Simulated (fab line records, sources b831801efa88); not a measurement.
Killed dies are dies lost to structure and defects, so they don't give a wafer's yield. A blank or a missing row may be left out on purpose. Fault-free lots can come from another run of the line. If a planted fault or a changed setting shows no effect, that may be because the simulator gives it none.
A lot that was struck, set against a sound lot | flow gf180mcu | 15 steps out of a route of 602
Sound: these wafers, L545.1, L545.5, L545.6. The struck wafers were L551.2, L551.3, L551.4. At the end, the cause is stated.
Per side, at each step with rows, come the tool, then ch with its chambers, and then its first start. Under that, the readings that differ: sound wafers | struck wafers | difference of the means | sigmas: that difference in standard deviations of wafers without a fault.
alike: same words and numbers on both sides, and readings whose means sit less than 2 such deviations apart. not compared: any withheld reading, any reading some wafer has no value for, any bound like >300 that may hide the same value, and any number with overlapping values for which the record gives no deviation.
A row with sigmas, a row that says differs or no value, or rows on one side alone: a step with any of these is where the two part. When numbers do not overlap yet have no deviation, they are printed without sigmas and do not part them. A reading that every wafer of one side lacks parts them only if that side has two wafers or more.

first, 4 steps without rows for these wafers: GF_STI_WET_ETCH_26 (etches SiO2 in dHF, target depth 94 nm, time 188 s); GF_STI_WET_ETCH_27 (etches Si3N4 in H3PO4, target depth 160 nm, time 1825 s); GF_STI_WET_ETCH_28 (etches SiO2 in dHF, target depth 20 nm, time 40 s); GF_STI_OXIDATION_29 (stabilise 600 s, purge 300 s, target thk 10 nm).
GF_STI_THK_MEAS_30:
  sound on filmMetro-01, day 3 18:26; struck on filmMetro-01, day 5 06:10
  alike: STI_OXIDATION_02_THK
then, 7 steps without rows for these wafers: GF_DNWELL_DEHYDRATE_00 (time 60 s); GF_DNWELL_HMDS_01 (prime time 60 s); GF_DNWELL_COAT_02 (resist thk 3000 nm); GF_DNWELL_SOFTBAKE_03; GF_DNWELL_EXPOSE_04 (exposes mask DNWELL, target cd 1700 nm); GF_DNWELL_PEB_05; GF_DNWELL_DEVELOP_06 (develop time 60 s).
GF_DNWELL_IMPLANT_07:
  sound on implanter-03 ch 0, day 4 07:37; struck on implanter-04 ch 0, day 5 19:52
reading                       | sound                      | struck                        | difference | sigmas
beamOnS (s)                   | 10.49 9.65 10.20           | 12.26 12.11 11.96             | +2.00      | +10
endStationPressureTorr (Torr) | 4.83e-06 4.88e-06 5.56e-06 | 9.889e-05 9.574e-05 9.543e-05 | +9.160e-05 | +99 or more
faradayCurrentUA              | 53.5 58.4 55.5             | 46.5 46.8 47.5                | -8.9       | -7
  alike: beamEnergyKeV
GF_DNWELL_STRIP_08: strips in O2/N2.
  sound on plasmaAsher-01 ch 0,1, day 4 07:46; struck on plasmaAsher-01 ch 0,1, day 5 19:59
  alike: drypumpMotorCurrentA, heaterPowerW, oesProductAu, stripTimeToEndpointS
  not compared: rfHoursCounterH
-- the record jumps here: 27 days lie between the struck wafers' starts before and after (it left off in module DNWELL and takes up again in module PASSIVATION, whose first step shown is number 602 of the route) --
GF_PASSIVATION_PROBE_99:
  record: rows for the struck wafers here (prober-01, day 33 02:11), none for the sound ones

WHERE THEY PART
At GF_DNWELL_IMPLANT_07 first; at GF_PASSIVATION_PROBE_99 last (within this record only).

WHY: the cause the simulator had injected
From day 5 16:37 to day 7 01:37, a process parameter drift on implanter-04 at GF_DNWELL_IMPLANT_07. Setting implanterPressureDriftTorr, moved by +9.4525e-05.
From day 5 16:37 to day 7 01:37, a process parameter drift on implanter-04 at GF_DNWELL_IMPLANT_07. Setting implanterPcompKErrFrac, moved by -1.
